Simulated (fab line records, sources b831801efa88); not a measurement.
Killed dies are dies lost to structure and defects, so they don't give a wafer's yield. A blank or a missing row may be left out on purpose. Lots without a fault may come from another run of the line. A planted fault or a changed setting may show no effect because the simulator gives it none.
Which tool did it? | flow gf180mcu | 14 lots, 42 wafers sampled, at 3 steps of a route of 602

WHAT THE GAUGES READ, wafer by wafer
GF_V5_BOW_MEAS_05. Usual: V5_BOW 133 um, standard deviation 9.7.
lot  | measured     | on            | V5_BOW (um) | flag
L165 | day 26 16:46 | film_metro-01 | 133 136 130 |
L166 | day 27 13:50 | film_metro-02 | 130 120 129 |
L167 | day 28 07:57 | film_metro-03 | 135 154 152 |
L169 | day 28 12:02 | film_metro-03 | 126 121 138 |
L170 | day 28 16:37 | film_metro-03 | 137 126 155 |
L171 | day 29 06:39 | film_metro-03 | 151 153 147 |
L172 | day 29 23:01 | film_metro-03 | 141 133 136 |
L176 | day 30 07:13 | film_metro-02 | 117 125 136 |
L177 | day 30 18:06 | film_metro-02 | 119 135 137 |
L178 | day 31 00:14 | film_metro-02 | 133 134 150 |
L182 | day 31 22:59 | film_metro-03 | 138 136 143 |
L183 | day 32 14:19 | film_metro-02 | 123 135 128 |
L186 | day 33 01:03 | film_metro-02 | 140 127 120 |
L187 | day 33 06:34 | film_metro-01 | 125 116 133 |

GF_V5_RS_MEAS_24: measures by four-point-probe. Usual: V5_W_RS 0.329 ohm/sq, standard deviation 0.0035.
lot  | measured     | on            | V5_W_RS (ohm/sq)  | flag
L165 | day 27 15:09 | film_metro-02 | 0.324 0.330 0.327 |
L166 | day 28 11:16 | film_metro-02 | 0.323 0.327 0.330 |
L167 | day 29 05:20 | film_metro-02 | 0.323 0.326 0.326 |
L169 | day 29 09:11 | film_metro-03 | 0.324 0.323 0.330 |
L170 | day 29 13:40 | film_metro-02 | 0.336 0.329 0.334 |
L171 | day 30 02:20 | film_metro-02 | 0.332 0.329 0.330 |
L172 | day 30 18:55 | film_metro-02 | 0.332 0.334 0.336 |
L176 | day 31 02:53 | film_metro-02 | 0.338 0.332 0.330 |
L177 | day 31 12:41 | film_metro-03 | 0.334 0.338 0.334 |
L178 | day 31 19:43 | film_metro-03 | 0.331 0.331 0.335 |
L182 | day 32 17:58 | film_metro-03 | 0.328 0.324 0.327 |
L183 | day 33 07:40 | film_metro-03 | 0.331 0.334 0.333 |
L186 | day 33 17:42 | film_metro-02 | 0.327 0.325 0.328 |
L187 | day 33 23:39 | film_metro-02 | 0.326 0.324 0.320 |

GF_TOP_METAL_CD_MEAS_14: target cd 440 nm. Usual: cd_nm 439.7 nm, standard deviation 2.7.
lot  | measured     | on        | cd_nm (nm)        | flag
L165 | day 28 12:32 | cd_sem-02 | 444.2 445.4 443.4 |
L166 | day 29 07:39 | cd_sem-01 | 438.2 436.8 438.5 |
L167 | day 30 00:56 | cd_sem-02 | 436.8 439.3 439.3 |
L169 | day 30 05:20 | cd_sem-01 | 439.4 443.5 439.7 |
L170 | day 30 09:50 | cd_sem-02 | 439.8 439.8 440.5 |
L171 | day 30 21:48 | cd_sem-01 | 442.7 442.4 441.6 |
L172 | day 31 13:51 | cd_sem-01 | 441.4 442.3 441.0 |
L176 | day 31 21:51 | cd_sem-02 | 442.1 441.8 441.3 |
L177 | day 32 06:52 | cd_sem-02 | 438.9 439.2 440.1 |
L178 | day 32 14:00 | cd_sem-01 | 440.3 443.3 439.0 |
L182 | day 33 10:38 | cd_sem-01 | 434.0 433.8 436.9 |
L183 | day 34 00:08 | cd_sem-01 | 442.3 440.7 442.7 |
L186 | day 34 10:08 | cd_sem-02 | 439.3 436.7 438.9 |
L187 | day 34 15:51 | cd_sem-01 | 439.7 438.1 439.1 |

WHICH TOOL RAN EACH LOT (tool, then ch and the chambers of the sampled wafers, then the start)
The record holds no process step before these readings.

WHAT THE TOOLS THEMSELVES READ (means of the sampled wafers that have a number; where no wafer has one, the mark that the record gives instead)
The record holds no such reading with a usual standard deviation.

THE ANSWER, worked out from the rows above alone
Rule: a lot is off if the mean of its wafers that have a number lies more than 3 standard deviations from the usual mean. A lot without any number at a reading at which 4 lots or more have one is off too. The other lots that the step has rows for count as sound. The gauges are gone through in route order, then the tools' own readings, and for those a lot's mean is taken as printed above. The first step at which some lot is off is used, and at that step the reading that is off furthest; a lot without a number counts as furthest.
No lot is off at any reading shown: from this, nothing can be told.

WHAT THE SIMULATOR HAD PUT IN
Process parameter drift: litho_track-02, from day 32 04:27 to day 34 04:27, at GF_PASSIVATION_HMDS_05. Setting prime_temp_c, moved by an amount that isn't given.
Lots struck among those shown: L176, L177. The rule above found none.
